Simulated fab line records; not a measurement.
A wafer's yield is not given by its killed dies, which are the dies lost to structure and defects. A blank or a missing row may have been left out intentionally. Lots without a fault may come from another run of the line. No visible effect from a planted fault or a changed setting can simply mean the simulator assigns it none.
2 desks, one fault :: flow gf180mcu :: each desk has only its own numbers; what lay behind them comes last

== METROLOGY DESK ==
What the gauges read for every lot (on any tool): the sampled wafers with a number, averaged. Any lot whose mean is over 4 standard deviations away from the usual mean is out of limits and marked OUT; that distance is given in the brackets.
Columns: A = V1_CVD_02_THK at GF_V1_THK_MEAS_03, usual 849 nm; B = cd-nm at GF_M2_CD_MEAS_14, usual 279.9 nm; C = V2_CVD_02_THK at GF_V2_THK_MEAS_03, usual 850 nm
lot: L925
first seen here: day 16 21:08
A: 853
B: 281.3
C: 849

lot: L926
first seen here: day 17 08:58
A: 857
B: 280.5
C: 851

lot: L927
first seen here: day 17 11:01
A: 833
B: 281.7
C: 839

lot: L929
first seen here: day 18 12:08
A: 830
B: 280.0
C: 858

lot: L932
first seen here: day 19 16:17
A: 857
B: 279.5
C: 841

lot: L930
first seen here: day 19 17:40
A: 857
B: 280.4
C: 863

lot: L935
first seen here: day 20 18:55
A: 859
B: 274.5 (-4.9) OUT
C: 844

lot: L936
first seen here: day 21 09:03
A: 851
B: 274.3 (-5.1) OUT
C: 852

lot: L943
first seen here: day 23 23:05
A: 848
B: 278.9
C: 844

lot: L944
first seen here: day 24 08:39
A: 846
B: 280.0
C: 841

lot: L945
first seen here: day 24 10:32
A: 843
B: 278.8
C: 855

lot: L947
first seen here: day 25 02:37
A: 854
B: 278.9
C: 849
This desk's verdict: out of limits on L935, L936, starting with L935 at day 22 21:23 (cd-nm at GF_M2_CD_MEAS_14). L925, L926, L927, L929, L932, L930, L943, L944, L945, L947 stayed within limits.

== AT THE TOOL OWNER'S DESK: litho-track-02 ==
The tool's own readings at GF_M2_SOFTBAKE_10 (time 60 s): means of the sampled wafers that have a number, for each lot that ran on this tool. Any lot whose mean is over 4 standard deviations away from the usual mean is out of limits and marked OUT; that distance is given in the brackets.
Columns: A = heater-power-total-W at GF_M2_SOFTBAKE_10, usual 93.05 W; B = plate-temp-C at GF_M2_SOFTBAKE_10, usual 130.03 C
lot: L927
first seen here: day 19 00:25
A: 93.05
B: 130.14

lot: L929
first seen here: day 20 02:30
A: 93.06
B: 130.09

lot: L935
first seen here: day 22 09:34
A: 95.13 (+35) OUT
B: 132.26 (+17) OUT

lot: L936
first seen here: day 22 21:33
A: 95.18 (+35) OUT
B: 132.34 (+18) OUT

lot: L945
first seen here: day 25 22:58
A: 93.08
B: 130.02
This desk's verdict: out of limits on L935, L936, starting with L935 at day 22 09:34 (heater-power-total-W at GF_M2_SOFTBAKE_10). L927, L929, L945 stayed within limits.

== BROUGHT TOGETHER ==
On L935, L936, at day 22 09:34, an alarm was possible from the tool owner's desk.
At day 22 21:23 the metrology desk could have sounded an alarm, on L935, L936.
Of the lots named, all ran GF_M2_SOFTBAKE_10 on litho-track-02.

== WHAT THE SIMULATOR HAD PUT IN ==
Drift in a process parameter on litho-track-02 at GF_M2_SOFTBAKE_10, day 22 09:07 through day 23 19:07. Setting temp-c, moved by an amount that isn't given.
Struck lots among those shown: L935, L936.
Time in hours from fault onset to the first out-of-limits reading at each desk: tool owner's desk 0, metrology desk 12.
